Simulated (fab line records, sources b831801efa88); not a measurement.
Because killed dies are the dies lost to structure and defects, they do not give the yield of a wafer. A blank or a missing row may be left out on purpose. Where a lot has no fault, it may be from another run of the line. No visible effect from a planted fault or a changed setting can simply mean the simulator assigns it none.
A lot that was struck, set against a sound lot ; flow sky130 ; 43 steps out of a route of 708
Sound: wafers L616.2, L616.3, L616.5. Struck: wafer L630.6 (L630.1, L630.5, from the same lot, were not struck and are left out); the cause is given at the end.
Per side, at each step with rows, come the tool, then ch with its chambers, and then its first start. Under that, the readings that differ: sound wafers ; struck wafers ; difference of the means ; sigmas: that difference in standard deviations of wafers without a fault.
alike: readings whose means differ by less than 2 such deviations, and words and numbers that are the same on both sides. not compared: withheld readings, readings that some wafer has no value for, bounds like >300 that may hide the same value, and numbers for which the record gives no deviation and whose values overlap.
A row with sigmas, a row that says differs or no value, or rows on one side alone: a step with any of these is where the two part. Numbers that have no deviation but don't overlap get no sigmas and don't part them. Lack of a reading on every wafer of one side parts them only where that side has two or more wafers.

SKY_VIA2_STRIP_16: strips in O2/N2.
  sound on plasmaAsher-02 ch 0,1, day 39 06:22; struck on plasmaAsher-02 ch 0, day 43 00:08
  alike: drypumpMotorCurrentA, oesProductAu, stripTimeToEndpointS
  not compared: rfHoursCounterH
then, 4 steps without rows for these wafers: SKY_VIA2_STRIP_17 (strips in post etch residue remover, time 1200 s); SKY_VIA2_CLEAN_18 (cleans in IPA, time 180 s); SKY_VIA2_CLEAN_19 (cleans in O3/DIW); SKY_VIA2_SPUTTER_20 (material TiN, target thk 20 nm, time 80 s).
SKY_VIA2_CVD_21: deposits W, target thk 420 nm, time 126.4 s.
  sound on cvdW-01 ch 0,1, day 39 07:11; struck on cvdW-01 ch 0, day 43 00:47
  alike: heaterPowerW
SKY_VIA2_RS_MEAS_22: measures by four-point-probe.
  sound: filmMetro-01 at day 39 07:20; struck: filmMetro-01 at day 43 00:55
  alike: VIA2_W_RS
SKY_VIA2_THK_MEAS_23: measures by xrf.
  sound: filmMetro-01 at day 39 07:26; struck: filmMetro-01 at day 43 01:02
  alike: VIA2_W_THK
SKY_VIA2_CMP_24: polishes, stops on SiO2, t overpolish 20 s, target thk 0 nm.
  sound on cmp-02 ch 0,1,2, day 39 07:52; struck on cmp-01 ch 0, day 43 01:06
reading;sound;struck;difference;sigmas
motorCurrentA (A);11.0 13.1 10.9;9.7;-2.0;-2
  alike: overpolishRunS, retainingRingPressureFrac, timeToEndpointS
then, 2 steps without rows for these wafers: SKY_METAL3_SPUTTER_00 (material Ti, target thk 15 nm, time 10 s); SKY_METAL3_SPUTTER_01 (material TiN, target thk 20 nm, time 16.7 s).
SKY_METAL3_SPUTTER_02: material AlCu, target thk 735 nm, time 39.1 s.
  sound: pvdSputter-01 at day 39 08:10; struck: pvdSputter-01 at day 43 01:27
  alike: cathodeDcPowerW, throttleValvePct
SKY_METAL3_SPUTTER_03: material Ti, target thk 5 nm, time 3.3 s.
  sound: pvdSputter-01 at day 39 08:13; struck: pvdSputter-01 at day 43 01:29
  alike: cathodeDcPowerW, throttleValvePct
then, 2 steps without rows for these wafers: SKY_METAL3_SPUTTER_04 (material TiN, target thk 70 nm, time 58.3 s); SKY_CAPM_CVD_00 (deposits SiO2, target thk 15.5 nm).
SKY_CAPM_THK_MEAS_01:
  sound: filmMetro-04 at day 39 08:19; struck: filmMetro-03 at day 43 01:35
  alike: CAPM_CVD_00_THK
then, 1 step without rows for these wafers: SKY_CAPM_SPUTTER_02 (material TiN, target thk 200 nm, time 166.7 s).
SKY_CAPM_RS_MEAS_03: measures by four-point-probe.
  sound: filmMetro-02 at day 39 08:29; struck: filmMetro-02 at day 43 01:46
  alike: CAPM_TIN_RS
SKY_CAPM_THK_MEAS_04: measures by xrf.
  sound: filmMetro-02 at day 39 08:36; struck: filmMetro-02 at day 43 01:53
  alike: CAPM_TIN_THK
then, 7 steps without rows for these wafers: SKY_CAPM_DEHYDRATE_05 (time 60 s); SKY_CAPM_HMDS_06 (prime time 60 s); SKY_CAPM_COAT_07 (resist thk 1140 nm); SKY_CAPM_SOFTBAKE_08 (time 60 s); SKY_CAPM_EXPOSE_09 (exposes mask CAPM, target cd 1000 nm); SKY_CAPM_PEB_10; SKY_CAPM_DEVELOP_11 (develop time 60 s).
SKY_CAPM_OVL_MEAS_12:
  sound: overlay-01 at day 40 08:16; struck: overlay-01 at day 43 23:37
  alike: CAPM_OVL
then, 1 step without rows for these wafers: SKY_CAPM_METAL_ETCH_13 (etches TiN in Cl2/BCl3, stops on SiO2, target depth 220 nm, time 62.9 s).
SKY_CAPM_STRIP_14: strips in O2/N2.
  sound on plasmaAsher-04 ch 0,1, day 40 08:27; struck on plasmaAsher-01 ch 0, day 43 23:43
reading;sound;struck;difference;sigmas
drypumpMotorCurrentA (A);4.9 5.9 4.9;6.4;+1.2;+3
oesProductAu (a.u.);0.712 0.708 0.704;0.720;+0.012;+2
  alike: stripTimeToEndpointS
  not compared: rfHoursCounterH
then, 11 steps without rows for these wafers: SKY_CAPM_STRIP_15 (strips in post etch residue remover, time 1200 s); SKY_CAPM_CLEAN_16 (cleans in IPA, time 180 s); SKY_CAPM_CLEAN_17 (cleans in O3/DIW); SKY_METAL3_DEHYDRATE_05 (time 60 s); SKY_METAL3_HMDS_06 (prime time 60 s); SKY_METAL3_COAT_07 (resist thk 60 nm); SKY_METAL3_COAT_08 (resist thk 1140 nm); SKY_METAL3_SOFTBAKE_09 (time 90 s); SKY_METAL3_EXPOSE_10 (exposes mask MM3, target cd 300 nm); SKY_METAL3_PEB_11; SKY_METAL3_DEVELOP_12 (develop time 60 s).
SKY_METAL3_CD_MEAS_13 targets a cd of 300 nm.
  sound: cdSem-01 at day 41 08:44; struck: cdSem-01 at day 44 22:13
  alike: cdNm
SKY_METAL3_OVL_MEAS_14:
  sound: overlay-01 at day 41 08:50; struck: overlay-01 at day 44 22:20
reading;sound;struck;difference;sigmas
METAL3_OVL (nm);1 15 14;-3;-13;-2
-- the record jumps here: 6 days lie between the struck wafers' starts before and after (it left off in module METAL3 and takes up again in module PAD_OPEN, whose first step shown is number 708 of the route) --
SKY_PAD_OPEN_PROBE_99:
  sound: prober-02 at day 48 02:01; struck: prober-02 at day 50 19:43
reading;sound;struck;difference;sigmas
defectLimitedYield (%);83.1 87.8 82.9;72.2;-12.4;-7
killed_at_M0_to_M3;39 23 39;95;+61;+9
killedDies;83 60 84;137;+61;+7
sort_bin_3_pad_short (%);0.6 0.4 0.8;3.0;+2.4;+6
sort_bin_5_function (%);9.3 7.5 8.9;17.9;+9.3;+6
sortNPass;409 432 408;355;-61;-7
sortYieldPct (%);83.1 87.8 82.9;72.2;-12.4;-7
model.etest.tester.sortNPass;409 432 408;355;-61;
model.etest.tester.sortYieldPct (%);83.13 87.8 82.93;72.15;-12.47;
model.etest.tester.sort_bin_5_pct (%);9.35 7.52 8.943;17.89;+9.29;
model.etest.tester.sort_bin_3_pct (%);0.6098 0.4065 0.813;3.049;+2.439;
  alike: killed_at_M4_up, killedAtContacts, killedAtFrontEnd, killedAtOther, killedOpen, killedShort, sort_bin_6_memory

WHERE THEY PART
First at SKY_VIA2_CMP_24; last, within this record, at SKY_PAD_OPEN_PROBE_99.

WHY: whatever the simulator had introduced
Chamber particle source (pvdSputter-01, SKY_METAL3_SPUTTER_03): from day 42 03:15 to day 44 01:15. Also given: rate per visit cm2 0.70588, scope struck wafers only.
